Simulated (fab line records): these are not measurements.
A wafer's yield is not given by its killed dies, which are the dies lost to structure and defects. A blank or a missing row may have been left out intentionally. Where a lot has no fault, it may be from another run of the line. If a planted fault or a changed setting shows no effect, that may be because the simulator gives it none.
What tool caused it?	flow gf180mcu	24 lots with 72 wafers sampled at 5 steps, on a route of 602 steps

## WHAT THE GAUGES READ, wafer by wafer
GF_M3_OVL_MEAS_15.
lot	measured	on	M3_OVL (nm)
L074	day 21 01:32	overlay-02	14 7 10
L075	day 21 23:16	overlay-01	9 5 3
L076	day 22 01:07	overlay-01	4 -2 -2
L077	day 22 21:04	overlay-02	0 1 2
L078	day 23 01:46	overlay-02	-4 -4 -3
L079	day 24 00:07	overlay-01	5 0 -2
L080	day 24 00:28	overlay-02	10 6 1
L081	day 24 02:32	overlay-02	4 -3 4
L082	day 24 08:10	overlay-02	10 9 11
L083	day 24 13:11	overlay-02	3 -3 1
L084	day 24 16:52	overlay-02	-4 -1 -1
L085	day 25 06:20	overlay-02	12 13 6
L086	day 25 14:44	overlay-02	7 5 9
L087	day 25 21:46	overlay-01	-4 0 1
L088	day 26 03:58	overlay-01	6 5 8
L089	day 26 12:43	overlay-01	6 5 8
L090	day 26 20:55	overlay-01	7 9 11
L091	day 27 01:11	overlay-02	-3 3 3
L092	day 27 06:58	overlay-02	1 4 4
L093	day 27 15:43	overlay-02	-2 4 5
L094	day 28 01:16	overlay-02	10 14 14
L095	day 28 07:01	overlay-01	6 5 9
L096	day 28 11:20	overlay-02	9 6 2
L097	day 28 22:49	overlay-02	1 -1 7

GF_M4_THK_MEAS_06: measures by xrf.
lot	measured	on	M4_ALCU_THK (nm)
L074	day 22 04:23	film_metro-03	428 432 430
L075	day 23 01:54	film_metro-04	438 433 437
L076	day 23 03:51	film_metro-01	434 429 431
L077	day 23 21:41	film_metro-03	427 432 429
L078	day 24 03:19	film_metro-01	437 433 440
L079	day 25 01:27	film_metro-01	442 432 435
L080	day 25 01:34	film_metro-04	433 431 430
L081	day 25 04:17	film_metro-01	434 437 438
L082	day 25 09:50	film_metro-04	442 436 445
L083	day 25 13:38	film_metro-01	439 434 440
L084	day 25 17:16	film_metro-04	436 438 438
L085	day 26 06:55	film_metro-01	437 438 435
L086	day 26 15:06	film_metro-01	436 439 441
L087	day 26 21:37	film_metro-03	435 434 442
L088	day 27 04:24	film_metro-04	439 441 444
L089	day 27 12:38	film_metro-03	445 436 434
L090	day 27 19:26	film_metro-04	440 434 431
L091	day 28 00:20	film_metro-01	436 433 440
L092	day 28 05:31	film_metro-03	427 431 431
L093	day 28 14:07	film_metro-04	435 437 443
L094	day 28 23:36	film_metro-03	439 432 438
L095	day 29 06:25	film_metro-01	450 440 450
L096	day 29 09:43	film_metro-03	433 435 434
L097	day 29 21:04	film_metro-01	435 443 446

## WHICH TOOL RAN EACH LOT (tool, then ch and the chambers of the sampled wafers, then the start)
lot	GF_M3_STRIP_17	GF_M4_SPUTTER_00	GF_M4_SPUTTER_02
L074	plasma_asher-03 ch 1, day 21 01:40	pvd_sputter-03, day 22 04:01	pvd_sputter-03, day 22 04:10
L075	plasma_asher-03 ch 0,1, day 21 23:25	pvd_sputter-04, day 23 01:33	pvd_sputter-04, day 23 01:41
L076	plasma_asher-03 ch 0,1, day 22 01:15	pvd_sputter-01, day 23 03:31	pvd_sputter-01, day 23 03:38
L077	plasma_asher-03 ch 0,1, day 22 21:13	pvd_sputter-03, day 23 21:21	pvd_sputter-03, day 23 21:29
L078	plasma_asher-01 ch 0,1, day 23 02:01	pvd_sputter-01, day 24 02:58	pvd_sputter-01, day 24 03:05
L079	plasma_asher-03 ch 0,1, day 24 00:23	pvd_sputter-04, day 25 01:07	pvd_sputter-04, day 25 01:14
L080	plasma_asher-01 ch 0,1, day 24 00:37	pvd_sputter-01, day 25 01:14	pvd_sputter-01, day 25 01:22
L081	plasma_asher-03 ch 0,1, day 24 02:49	pvd_sputter-01, day 25 03:56	pvd_sputter-01, day 25 04:04
L082	plasma_asher-01 ch 0,1, day 24 08:26	pvd_sputter-03, day 25 09:30	pvd_sputter-03, day 25 09:38
L083	plasma_asher-03 ch 0,1, day 24 13:21	pvd_sputter-04, day 25 13:17	pvd_sputter-04, day 25 13:25
L084	plasma_asher-04 ch 0,1, day 24 17:07	pvd_sputter-04, day 25 16:55	pvd_sputter-04, day 25 17:02
L085	plasma_asher-01 ch 0,1, day 25 06:28	pvd_sputter-04, day 26 06:34	pvd_sputter-04, day 26 06:41
L086	plasma_asher-01 ch 0,1, day 25 14:54	pvd_sputter-04, day 26 14:44	pvd_sputter-04, day 26 14:52
L087	plasma_asher-01 ch 0,1, day 25 21:54	pvd_sputter-04, day 26 21:16	pvd_sputter-04, day 26 21:24
L088	plasma_asher-04 ch 0,1, day 26 04:06	pvd_sputter-03, day 27 04:03	pvd_sputter-03, day 27 04:11
L089	plasma_asher-03 ch 0,1, day 26 12:59	pvd_sputter-04, day 27 12:17	pvd_sputter-04, day 27 12:25
L090	plasma_asher-03 ch 0,1, day 26 21:10	pvd_sputter-04, day 27 19:06	pvd_sputter-04, day 27 19:14
L091	plasma_asher-01 ch 0,1, day 27 01:26	pvd_sputter-04, day 28 00:00	pvd_sputter-04, day 28 00:08
L092	plasma_asher-01 ch 0,1, day 27 07:14	pvd_sputter-01, day 28 05:10	pvd_sputter-01, day 28 05:18
L093	plasma_asher-01 ch 0,1, day 27 15:52	pvd_sputter-04, day 28 13:46	pvd_sputter-04, day 28 13:54
L094	plasma_asher-03 ch 0,1, day 28 01:24	pvd_sputter-03, day 28 23:15	pvd_sputter-03, day 28 23:23
L095	plasma_asher-04 ch 0,1, day 28 07:10	pvd_sputter-04, day 29 06:04	pvd_sputter-04, day 29 06:12
L096	plasma_asher-04 ch 0,1, day 28 11:30	pvd_sputter-01, day 29 09:22	pvd_sputter-01, day 29 09:29
L097	plasma_asher-04 ch 0,1, day 28 22:58	pvd_sputter-03, day 29 20:43	pvd_sputter-03, day 29 20:50
- GF_M3_STRIP_17: strips in O2/N2.
- GF_M4_SPUTTER_00: material Ti, target thk 37.5 nm, time 150 s.
- GF_M4_SPUTTER_02: material AlCu, target thk 450 nm, time 23.9 s.

## WHAT THE TOOLS THEMSELVES READ (means of the sampled wafers that have a number; where no wafer has one, the mark that the record gives instead)
GF_M3_STRIP_17.
lot	tool	drypump_motor_current_A (A)	heater_power_w (W)	oes_product_au (a.u.)	strip_time_to_endpoint_s (s)
L074	plasma_asher-03	6.3	356	0.556	7.83
L075	plasma_asher-03	5.8	366	0.564	7.89
L076	plasma_asher-03	5.9	366	0.557	7.89
L077	plasma_asher-03	5.8	367	0.551	7.92
L078	plasma_asher-01	5.8	286	0.557	7.91
L079	plasma_asher-03	5.9	367	0.559	7.84
L080	plasma_asher-01	5.8	285	0.555	7.81
L081	plasma_asher-03	5.8	359	0.560	7.90
L082	plasma_asher-01	5.7	320	0.562	7.92
L083	plasma_asher-03	6.1	355	0.559	7.91
L084	plasma_asher-04	5.6	274	0.553	7.86
L085	plasma_asher-01	5.8	286	0.556	7.88
L086	plasma_asher-01	5.7	318	0.557	7.90
L087	plasma_asher-01	5.8	287	0.563	7.86
L088	plasma_asher-04	5.6	275	0.557	7.85
L089	plasma_asher-03	6.1	356	0.554	7.82
L090	plasma_asher-03	6.1	362	0.558	7.87
L091	plasma_asher-01	5.8	285	0.557	7.84
L092	plasma_asher-01	5.7	322	0.557	7.86
L093	plasma_asher-01	5.7	321	0.556	7.86
L094	plasma_asher-03	5.8	365	0.556	7.84
L095	plasma_asher-04	5.2	283	0.560	7.86
L096	plasma_asher-04	5.3	285	0.558	7.83
L097	plasma_asher-04	5.6	274	0.562	7.88

GF_M4_SPUTTER_00.
lot	tool	throttle_valve_pct (%)
L074	pvd_sputter-03	29.4
L075	pvd_sputter-04	30.1
L076	pvd_sputter-01	30.3
L077	pvd_sputter-03	29.3
L078	pvd_sputter-01	29.7
L079	pvd_sputter-04	30.3
L080	pvd_sputter-01	30.4
L081	pvd_sputter-01	29.9
L082	pvd_sputter-03	29.4
L083	pvd_sputter-04	30.2
L084	pvd_sputter-04	30.3
L085	pvd_sputter-04	30.4
L086	pvd_sputter-04	30.0
L087	pvd_sputter-04	30.0
L088	pvd_sputter-03	29.2
L089	pvd_sputter-04	30.6
L090	pvd_sputter-04	30.7
L091	pvd_sputter-04	30.3
L092	pvd_sputter-01	29.8
L093	pvd_sputter-04	30.1
L094	pvd_sputter-03	29.4
L095	pvd_sputter-04	30.4
L096	pvd_sputter-01	29.4
L097	pvd_sputter-03	29.1

GF_M4_SPUTTER_02.
lot	tool	throttle_valve_pct (%)
L074	pvd_sputter-03	29.4
L075	pvd_sputter-04	30.2
L076	pvd_sputter-01	30.3
L077	pvd_sputter-03	29.4
L078	pvd_sputter-01	29.7
L079	pvd_sputter-04	30.3
L080	pvd_sputter-01	30.2
L081	pvd_sputter-01	29.9
L082	pvd_sputter-03	29.3
L083	pvd_sputter-04	30.3
L084	pvd_sputter-04	30.3
L085	pvd_sputter-04	30.2
L086	pvd_sputter-04	30.1
L087	pvd_sputter-04	30.1
L088	pvd_sputter-03	29.1
L089	pvd_sputter-04	30.6
L090	pvd_sputter-04	31.0
L091	pvd_sputter-04	30.4
L092	pvd_sputter-01	30.0
L093	pvd_sputter-04	29.9
L094	pvd_sputter-03	29.3
L095	pvd_sputter-04	30.3
L096	pvd_sputter-01	29.4
L097	pvd_sputter-03	29.0

## THE ANSWER, worked out from the rows above alone
Rule: the lots themselves supply what counts as usual. The widest of any qualifying gaps counts: lots, ordered by their means at a reading, are off when they make up no more than a third of the lots, leave a main group of 4 or more, and stand apart from it by 3 or more times the standard deviation of that group's means. If all means in a main group match to the digits the tables above print for the reading, that group is not used. A lot without any number at a reading at which 4 lots or more have one is off too. Any other lot the step has rows for is counted as sound. After the gauges, taken in route order, come the tools' own readings; for these a lot's mean is taken, as printed above. The first step at which some lot is off is used, and at that step the reading that is off furthest; a lot without a number counts as furthest.
No lot is off at any reading shown: from this, nothing can be told.

## WHAT THE SIMULATOR HAD PUT IN
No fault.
